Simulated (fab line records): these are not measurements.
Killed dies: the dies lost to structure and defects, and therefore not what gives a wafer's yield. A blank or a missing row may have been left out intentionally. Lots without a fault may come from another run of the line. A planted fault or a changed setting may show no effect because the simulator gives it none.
2 desks, one fault | flow gf180mcu | every desk sees just its own numbers, and what lay behind them comes last

== FROM THE METROLOGY DESK ==
What the gauges read, lot by lot, whatever tool the lot ran on: means of the sampled wafers that have a number. Marked OUT: a lot whose mean sits more than 4 standard deviations from the usual mean, which makes it out of limits; the brackets give that distance.
Columns: A = MIM_CVD_05_THK at GF_MIM_THK_MEAS_06, usual 42.2 nm
lot  | first seen here | A
L537 | day 24 08:47    | 42.6
L538 | day 24 19:41    | 42.8
L540 | day 25 17:37    | 42.3
L542 | day 26 04:25    | 42.8
L543 | day 26 13:13    | 41.8
L550 | day 28 17:25    | 42.3
L551 | day 29 00:32    | 41.8
L552 | day 29 08:07    | 42.0
L554 | day 29 22:21    | 42.6
L556 | day 30 09:58    | 42.3
L555 | day 30 11:25    | 41.7
L558 | day 30 22:59    | 42.4
L560 | day 31 10:38    | 42.2
This desk found nothing out of limits on any of the 13 lots.

== DESK OF THE TOOL OWNER: cvdW-02 ==
The tool's own readings at GF_V4_CVD_23 (deposits W, target thk 350 nm, time 104.9 s): means of the sampled wafers that have a number, for each lot that ran on this tool. Marked OUT: a lot whose mean sits more than 4 standard deviations from the usual mean, which makes it out of limits; the brackets give that distance.
Columns: A = chamberPressureTorr at GF_V4_CVD_23, usual 40.00 Torr; B = heaterPowerW at GF_V4_CVD_23, usual 930 W
lot  | first seen here | A                | B
L538 | day 24 18:52    | 39.95            | 933
L540 | day 25 16:46    | 39.55 (-5.2) OUT | 903
L542 | day 26 03:33    | 38.39 (-19) OUT  | 963
L543 | day 26 12:19    | 38.97 (-12) OUT  | 939
L554 | day 29 21:31    | 39.90            | 917
L556 | day 30 09:06    | 39.94            | 895
L560 | day 31 09:31    | 40.00            | 885
This desk finds L540, L542, L543 out of limits, L540 being first, at day 25 16:46 (chamberPressureTorr at GF_V4_CVD_23). L538, L554, L556, L560: within limits.

== TAKEN TOGETHER ==
At day 25 16:46, on L540, L542, L543, the tool owner's desk was in a position to raise an alarm.
Nothing out of limits was seen by the metrology desk.
The metrology desk holds a record of L540, L542, L543, inside its limits.
On cvdW-02, each named lot ran GF_V4_CVD_23.

== WHAT THE SIMULATOR HAD INSERTED ==
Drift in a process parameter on cvdW-02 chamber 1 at GF_V4_CVD_23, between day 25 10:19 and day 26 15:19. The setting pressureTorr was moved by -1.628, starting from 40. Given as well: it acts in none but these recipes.
Lots struck among those shown: L540, L542, L543.
Time in hours from fault onset to the first out-of-limits reading at each desk: the tool owner's desk, 6.
